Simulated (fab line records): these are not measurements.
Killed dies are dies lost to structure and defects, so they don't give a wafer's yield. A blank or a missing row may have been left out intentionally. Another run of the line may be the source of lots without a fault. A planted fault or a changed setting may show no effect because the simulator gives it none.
fab line records | flow gf180mcu
record lots=14 | wafers=42 | last-day=34
route steps=602 shown VT_IMPLANT@98 HV_LDD@207 NSD@243 SAB@269
lots that met no fault: from a run of the same line without faults
start-h: hours from the record's first day to the start of the lot's first wafer shown | wait-h: hours since the lot's step before | " same as the row above | L1.1+2: a single row standing in for several wafers | - value missing, or start not given | * or withheld: withheld | < > ~ a bound
route shown NAME@n: names a module that has steps shown in the file, with the first one's number in the route | usual: average and standard deviation across the fault-free wafers | same: alike in all rows | chamber/n: place in a boat | sites: readings site by site | _std_site: standard deviation across them | _edge_site: mean of outer sites minus mean of inner sites | radius-mm: for every site, how far away it sits from the centre of the wafer | mask NAME#n: copy n | behind: the tool/chamber that last shaped the wafer | hold: why the lot went on hold/how many hours it stayed there/how the hold came to an end | device: names the non-switching transistor (n, p or np) | end of line: tests run on the same wafers once the route is complete | a step without rows: its recipe alone | killed: dies that structure and defects cost at the first sort, which is not the same as the wafer's yield | map: the dies of a wafer, with x for killed, . for not killed, _ for no die there
set.NAME: the setting the step ran with; set.NAME@STEP: the setting that earlier step ran with | model.NAME: the simulator's own value behind a step, which no gauge read
steps of the route over a sample of lots; a table a step, a row a wafer
services: when a tool's chamber went out of use (start-h, in hours from the record's first day, below 0 if earlier), for how many hours, and the reason
## steps
# step GF_VT_IMPLANT_IMPLANT_08
# recipe species=BF2 | energy-kev=20 | dose-cm2=8.29e+12 | tilt-deg=6.798
# usual dose-ions-cm2=8.29e+12/9.2e+09 | faraday-current-uA=46.9/0.98
# same implant-ion-amu=49
lot.wafer | tool         | chamber | start-h | wait-h | dose-ions-cm2 | faraday-current-uA
L211.2    | implanter-04 | 0       | 113.75  | 0.0    | 8.301e+12     | 48.3
L211.4    | "            | 0       | "       | "      | 8.283e+12     | 48.5
L211.6    | "            | 0       | "       | "      | 8.28e+12      | 48.0
L212.1    | implanter-02 | 0       | 121.53  | 0.0    | 8.301e+12     | 48.5
L212.4    | "            | 0       | "       | "      | 8.29e+12      | 47.3
L212.5    | "            | 0       | "       | "      | 8.303e+12     | 45.9
L213.3    | implanter-04 | 0       | 127.70  | 0.1    | 8.27e+12      | 48.9
L213.4    | "            | 0       | "       | "      | 8.284e+12     | 45.6
L213.6    | "            | 0       | "       | "      | 8.291e+12     | 45.8
L214.2    | implanter-02 | 0       | 133.50  | 0.0    | 8.312e+12     | 47.4
L214.3    | "            | 0       | "       | "      | 8.307e+12     | 46.9
L214.5    | "            | 0       | "       | "      | 8.275e+12     | 47.1
L217.2    | implanter-02 | 0       | 158.32  | 0.0    | 1.4327e+13    | 81.0
L217.4    | "            | 0       | "       | "      | 1.4334e+13    | 78.1
L217.5    | "            | 0       | "       | "      | 1.4327e+13    | 79.9
L218.4    | implanter-04 | 0       | 158.55  | 0.1    | 8.288e+12     | 47.4
L218.5    | "            | 0       | "       | "      | 8.279e+12     | 46.9
L218.6    | "            | 0       | "       | "      | 8.299e+12     | 45.4
L219.4    | implanter-02 | 0       | 165.80  | 0.1    | 1.4317e+13    | 81.4
L219.5    | "            | 0       | "       | "      | 1.4323e+13    | 79.6
L219.6    | "            | 0       | "       | "      | 1.4313e+13    | 81.8
L223.3    | implanter-04 | 0       | 197.24  | 0.1    | 8.292e+12     | 47.4
L223.4    | "            | 0       | "       | "      | 8.293e+12     | 47.6
L223.5    | "            | 0       | "       | "      | 8.284e+12     | 46.6
L224.2    | implanter-03 | 0       | 203.70  | 0.0    | 8.287e+12     | 48.5
L224.3    | "            | 0       | "       | "      | 8.287e+12     | 47.7
L224.5    | "            | 0       | "       | "      | 8.291e+12     | 47.8
L225.1    | implanter-04 | 0       | 208.88  | 0.0    | 8.294e+12     | 47.5
L225.2    | "            | 0       | "       | "      | 8.293e+12     | 46.0
L225.3    | "            | 0       | "       | "      | 8.283e+12     | 48.2
L230.1    | implanter-03 | 0       | 234.29  | 0.0    | 8.278e+12     | 46.3
L230.2    | "            | 0       | "       | "      | 8.281e+12     | 47.6
L230.4    | "            | 0       | "       | "      | 8.287e+12     | 47.2
L231.2    | implanter-03 | 0       | 237.35  | 0.0    | 8.303e+12     | 46.6
L231.5    | "            | 0       | "       | "      | 8.292e+12     | 47.7
L231.6    | "            | 0       | "       | "      | 8.29e+12      | 45.9
L232.3    | implanter-04 | 0       | 245.03  | 0.1    | 8.295e+12     | 46.2
L232.4    | "            | 0       | "       | "      | 8.287e+12     | 47.3
L232.6    | "            | 0       | "       | "      | 8.281e+12     | 47.4
L233.3    | implanter-03 | 0       | 251.94  | 0.1    | 8.291e+12     | 46.9
L233.4    | "            | 0       | "       | "      | 8.284e+12     | 49.3
L233.5    | "            | 0       | "       | "      | 8.29e+12      | 46.4
# step GF_VT_IMPLANT_TW_MEAS_10
# usual VT_IMPLANT_TW=563/6
lot.wafer | tool          | chamber | start-h | wait-h | VT_IMPLANT_TW
L211.2    | film-metro-02 | -       | 113.99  | 0.1    | 562
L211.4    | "             | -       | "       | "      | 558
L211.6    | "             | -       | "       | "      | 565
L212.1    | film-metro-04 | -       | 121.78  | 0.1    | 554
L212.4    | "             | -       | "       | "      | 551
L212.5    | "             | -       | "       | "      | 553
L213.3    | film-metro-01 | -       | 127.92  | 0.1    | 568
L213.4    | "             | -       | "       | "      | 566
L213.6    | "             | -       | "       | "      | 567
L214.2    | film-metro-01 | -       | 133.74  | 0.1    | 568
L214.3    | "             | -       | "       | "      | 569
L214.5    | "             | -       | "       | "      | 568
L217.2    | film-metro-02 | -       | 158.55  | 0.1    | 671
L217.4    | "             | -       | "       | "      | 670
L217.5    | "             | -       | "       | "      | 674
L218.4    | film-metro-01 | -       | 158.76  | 0.1    | 565
L218.5    | "             | -       | "       | "      | 567
L218.6    | "             | -       | "       | "      | 567
L219.4    | film-metro-01 | -       | 166.01  | 0.1    | 675
L219.5    | "             | -       | "       | "      | 674
L219.6    | "             | -       | "       | "      | 673
L223.3    | film-metro-04 | -       | 197.46  | 0.1    | 551
L223.4    | "             | -       | "       | "      | 549
L223.5    | "             | -       | "       | "      | 552
L224.2    | film-metro-01 | -       | 203.94  | 0.1    | 567
L224.3    | "             | -       | "       | "      | 571
L224.5    | "             | -       | "       | "      | 571
L225.1    | film-metro-01 | -       | 209.13  | 0.1    | 571
L225.2    | "             | -       | "       | "      | 568
L225.3    | "             | -       | "       | "      | 570
L230.1    | film-metro-04 | -       | 234.54  | 0.1    | 555
L230.2    | "             | -       | "       | "      | 555
L230.4    | "             | -       | "       | "      | 554
L231.2    | film-metro-04 | -       | 237.59  | 0.1    | 553
L231.5    | "             | -       | "       | "      | 550
L231.6    | "             | -       | "       | "      | 549
L232.3    | film-metro-01 | -       | 245.25  | 0.1    | 567
L232.4    | "             | -       | "       | "      | 563
L232.6    | "             | -       | "       | "      | 566
L233.3    | film-metro-01 | -       | 252.16  | 0.1    | 565
L233.4    | "             | -       | "       | "      | 564
L233.5    | "             | -       | "       | "      | 565
# step GF_HV_LDD_CD_MEAS_31
# recipe target-cd-nm=400
# usual cd-nm=400.2/2
lot.wafer | tool      | chamber | start-h | wait-h | cd-nm
L211.2    | cd-sem-01 | -       | 255.98  | 0.1    | 402.7
L211.4    | "         | -       | "       | "      | 400.0
L211.6    | "         | -       | "       | "      | 400.9
L212.1    | cd-sem-02 | -       | 263.74  | 0.1    | 404.1
L212.4    | "         | -       | "       | "      | 402.0
L212.5    | "         | -       | "       | "      | 400.8
L213.3    | cd-sem-02 | -       | 270.83  | 0.1    | 402.6
L213.4    | "         | -       | "       | "      | 403.4
L213.6    | "         | -       | "       | "      | 404.1
L214.2    | cd-sem-02 | -       | 281.23  | 0.1    | 400.7
L214.3    | "         | -       | "       | "      | 403.1
L214.5    | "         | -       | "       | "      | 401.4
L217.2    | cd-sem-02 | -       | 311.03  | 0.1    | 398.8
L217.4    | "         | -       | "       | "      | 399.7
L217.5    | "         | -       | "       | "      | 399.2
L218.4    | cd-sem-02 | -       | 315.92  | 0.1    | 399.5
L218.5    | "         | -       | "       | "      | 400.6
L218.6    | "         | -       | "       | "      | 400.6
L219.4    | cd-sem-01 | -       | 321.10  | 0.1    | 398.2
L219.5    | "         | -       | "       | "      | 401.2
L219.6    | "         | -       | "       | "      | 398.4
L223.3    | cd-sem-01 | -       | 364.45  | 0.1    | 399.8
L223.4    | "         | -       | "       | "      | 399.0
L223.5    | "         | -       | "       | "      | 399.6
L224.2    | cd-sem-01 | -       | 369.06  | 0.1    | 397.3
L224.3    | "         | -       | "       | "      | 398.4
L224.5    | "         | -       | "       | "      | 398.0
L225.1    | cd-sem-02 | -       | 378.91  | 0.1    | 396.3
L225.2    | "         | -       | "       | "      | 394.9
L225.3    | "         | -       | "       | "      | 397.9
L230.1    | cd-sem-01 | -       | 408.94  | 0.1    | 401.3
L230.2    | "         | -       | "       | "      | 402.5
L230.4    | "         | -       | "       | "      | 400.1
L231.2    | cd-sem-02 | -       | 415.02  | 0.1    | 400.3
L231.5    | "         | -       | "       | "      | 398.8
L231.6    | "         | -       | "       | "      | 400.0
L232.3    | cd-sem-02 | -       | 424.48  | 0.1    | 402.1
L232.4    | "         | -       | "       | "      | 401.1
L232.6    | "         | -       | "       | "      | 401.0
L233.3    | cd-sem-02 | -       | 431.08  | 0.1    | 399.1
L233.4    | "         | -       | "       | "      | 400.4
L233.5    | "         | -       | "       | "      | 402.1
# step GF_NSD_OVL_MEAS_08
# usual NSD_OVL=-0.7/1.4
lot.wafer | tool       | chamber | start-h | wait-h | NSD_OVL[nm]
L211.2    | overlay-02 | -       | 299.53  | 0.1    | 1.4
L211.4    | "          | -       | "       | "      | 0.5
L211.6    | "          | -       | "       | "      | 1.3
L212.1    | overlay-01 | -       | 308.18  | 0.1    | -0.2
L212.4    | "          | -       | "       | "      | -1.5
L212.5    | "          | -       | "       | "      | -0.5
L213.3    | overlay-01 | -       | 317.27  | 0.1    | -2.7
L213.4    | "          | -       | "       | "      | -2.1
L213.6    | "          | -       | "       | "      | -1.5
L214.2    | overlay-01 | -       | 326.07  | 0.1    | 0.7
L214.3    | "          | -       | "       | "      | -1.0
L214.5    | "          | -       | "       | "      | -1.6
L217.2    | overlay-01 | -       | 357.42  | 0.1    | -0.3
L217.4    | "          | -       | "       | "      | -0.2
L217.5    | "          | -       | "       | "      | -0.3
L218.4    | overlay-01 | -       | 363.07  | 0.1    | -0.2
L218.5    | "          | -       | "       | "      | -0.3
L218.6    | "          | -       | "       | "      | -2.0
L219.4    | overlay-02 | -       | 368.58  | 0.1    | -2.0
L219.5    | "          | -       | "       | "      | -1.4
L219.6    | "          | -       | "       | "      | -1.3
L223.3    | overlay-01 | -       | 415.22  | 0.1    | -0.3
L223.4    | "          | -       | "       | "      | -0.4
L223.5    | "          | -       | "       | "      | 0.9
L224.2    | overlay-01 | -       | 419.27  | 0.1    | -1.8
L224.3    | "          | -       | "       | "      | -0.6
L224.5    | "          | -       | "       | "      | 0.7
L225.1    | overlay-02 | -       | 430.27  | 0.1    | 0.5
L225.2    | "          | -       | "       | "      | -1.3
L225.3    | "          | -       | "       | "      | -1.6
L230.1    | overlay-02 | -       | 460.72  | 0.1    | -1.2
L230.2    | "          | -       | "       | "      | 0.8
L230.4    | "          | -       | "       | "      | -0.9
L231.2    | overlay-02 | -       | 466.06  | 0.1    | 1.1
L231.5    | "          | -       | "       | "      | 1.0
L231.6    | "          | -       | "       | "      | 0.3
L232.3    | overlay-02 | -       | 476.67  | 0.1    | 0.8
L232.4    | "          | -       | "       | "      | -1.7
L232.6    | "          | -       | "       | "      | -0.4
L233.3    | overlay-02 | -       | 482.87  | 0.1    | -2.5
L233.4    | "          | -       | "       | "      | -1.4
L233.5    | "          | -       | "       | "      | -2.7
# step GF_SAB_SOFTBAKE_05
# recipe temp-c=90 | time-s=61.32 | resist=NOVOLAK
# usual chill-plate-temp-C=22.99/0.1 | plate-sensor-t-centre-C=90.757/0.0097 | plate-sensor-t-edge-C=90.828/0.0094
lot.wafer | tool           | chamber | start-h | wait-h | chill-plate-temp-C | plate-sensor-t-centre-C | plate-sensor-t-edge-C
L211.2    | litho-track-01 | 0       | 332.08  | 0.1    | 23.12              | 90.756                  | 90.819
L211.4    | "              | 0       | "       | "      | 22.91              | 90.752                  | 90.831
L211.6    | "              | 0       | "       | "      | 22.96              | 90.768                  | 90.835
L212.1    | litho-track-04 | 0       | 341.56  | 0.1    | 23.15              | 90.760                  | 90.847
L212.4    | "              | 0       | "       | "      | 23.03              | 90.744                  | 90.823
L212.5    | "              | 0       | "       | "      | 22.94              | 90.777                  | 90.820
L213.3    | litho-track-04 | 0       | 349.21  | 0.1    | 22.93              | 90.784                  | 90.832
L213.4    | "              | 0       | "       | "      | 22.88              | 90.755                  | 90.807
L213.6    | "              | 0       | "       | "      | 22.81              | 90.759                  | 90.829
L214.2    | litho-track-04 | 0       | 360.03  | 0.1    | 23.11              | 90.758                  | 90.821
L214.3    | "              | 0       | "       | "      | 23.02              | 90.756                  | 90.820
L214.5    | "              | 0       | "       | "      | 23.04              | 90.752                  | 90.812
L217.2    | litho-track-01 | 0       | 392.33  | 0.1    | 22.93              | 90.735                  | 90.806
L217.4    | "              | 0       | "       | "      | 22.89              | 90.763                  | 90.831
L217.5    | "              | 0       | "       | "      | 22.71              | 90.753                  | 90.853
L218.4    | litho-track-04 | 0       | 398.13  | 0.1    | 22.97              | 90.744                  | 90.821
L218.5    | "              | 0       | "       | "      | 23.02              | 90.766                  | 90.835
L218.6    | "              | 0       | "       | "      | 23.05              | 90.769                  | 90.821
L219.4    | litho-track-04 | 0       | 404.33  | 0.1    | 22.93              | 90.756                  | 90.851
L219.5    | "              | 0       | "       | "      | 23.06              | 90.755                  | 90.827
L219.6    | "              | 0       | "       | "      | 23.04              | 90.777                  | 90.837
L223.3    | litho-track-02 | 0       | 451.79  | 0.1    | 22.97              | 90.738                  | 90.808
L223.4    | "              | 0       | "       | "      | 22.94              | 90.755                  | 90.832
L223.5    | "              | 0       | "       | "      | 22.81              | 90.759                  | 90.826
L224.2    | litho-track-01 | 0       | 456.33  | 0.1    | 22.79              | 90.751                  | 90.816
L224.3    | "              | 0       | "       | "      | 22.91              | 90.756                  | 90.841
L224.5    | "              | 0       | "       | "      | 22.93              | 90.760                  | 90.844
L225.1    | litho-track-01 | 0       | 467.20  | 0.1    | 23.06              | 90.756                  | 90.825
L225.2    | "              | 0       | "       | "      | 23.01              | 90.748                  | 90.821
L225.3    | "              | 0       | "       | "      | 22.94              | 90.734                  | 90.826
L230.1    | litho-track-04 | 0       | 497.45  | 0.1    | 23.09              | 90.770                  | 90.817
L230.2    | "              | 0       | "       | "      | 23.24              | 90.758                  | 90.831
L230.4    | "              | 0       | "       | "      | 23.14              | 90.765                  | 90.832
L231.2    | litho-track-01 | 0       | 502.58  | 0.1    | 22.95              | 90.756                  | 90.848
L231.5    | "              | 0       | "       | "      | 22.96              | 90.751                  | 90.835
L231.6    | "              | 0       | "       | "      | 23.08              | 90.759                  | 90.828
L232.3    | litho-track-04 | 0       | 513.35  | 0.1    | 23.08              | 90.756                  | 90.826
L232.4    | "              | 0       | "       | "      | 22.92              | 90.742                  | 90.816
L232.6    | "              | 0       | "       | "      | 23.01              | 90.750                  | 90.828
L233.3    | litho-track-02 | 0       | 518.64  | 0.1    | 22.82              | 90.762                  | 90.828
L233.4    | "              | 0       | "       | "      | 22.89              | 90.757                  | 90.818
L233.5    | "              | 0       | "       | "      | 22.91              | 90.769                  | 90.814
## services
tool         | chamber | start-h | hours | kind
implanter-03 | -       | 121.31  | 2.9   | pm
implanter-04 | -       | 129.42  | 1.7   | repair
implanter-02 | -       | 143.21  | 3.5   | repair
implanter-03 | -       | 179.03  | 6.7   | repair
implanter-04 | -       | 211.34  | 1.9   | repair
implanter-03 | -       | 225.46  | 3.5   | repair
implanter-03 | -       | 229.64  | 4.1   | repair
implanter-02 | -       | 236.90  | 5.9   | pm
implanter-03 | -       | 280.01  | 1.6   | repair
implanter-03 | -       | 284.68  | 1.1   | repair
implanter-02 | -       | 285.20  | 2.4   | pm
implanter-02 | -       | 311.94  | 4.1   | repair
implanter-03 | -       | 320.37  | 2.5   | repair
implanter-04 | -       | 339.72  | 3.9   | pm
implanter-03 | -       | 362.48  | 0.6   | repair
implanter-02 | -       | 365.45  | 9.9   | repair
implanter-04 | -       | 384.21  | 35.4  | pm
implanter-02 | -       | 400.27  | 0.8   | repair
implanter-03 | -       | 452.78  | 2.3   | repair
implanter-02 | -       | 510.43  | 4.6   | repair
## key
first-sign step=GF_VT_IMPLANT_IMPLANT_08 | reading=dose-ions-cm2 | direction=up | sigmas=99+ | usual=8.29e+12 | struck=1.4324e+13
effect step=GF_VT_IMPLANT_IMPLANT_08 | reading=faraday-current-uA | direction=up | sigmas=34 | usual=46.9 | struck=80.3
effect step=GF_VT_IMPLANT_TW_MEAS_10 | reading=VT_IMPLANT_TW | direction=up | sigmas=18 | usual=563 | struck=673
met-at GF_VT_IMPLANT_IMPLANT_08
struck-lots L217,L219
rows-end L217.2,L217.4,L217.5
tester-left-out L219
not-acting-at GF_HV_LDD_CD_MEAS_31,GF_NSD_OVL_MEAS_08,GF_SAB_SOFTBAKE_05
onset-between 133.50 158.32
fault kind=process-parameter-drift | tool=implanter-02 | chamber=- | onset-h=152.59 | steps=GF_VT_IMPLANT_IMPLANT_08 | channel=dose-cm2 | offset=6.0341e+12 | shape=step | end-h=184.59 | acts-in=these-recipes-only | stated=8.29e+12
# tester-left-out: of these lots the tester's yield and bins aren't shown, on N5 and GAA mostly nor the transistor test; their killed dies are dies lost to structure and defects alone, not to doping, threshold or leakage, so they don't give the yield
# rows-end: these wafers met a further fault down the route, and their rows from its step on are left out
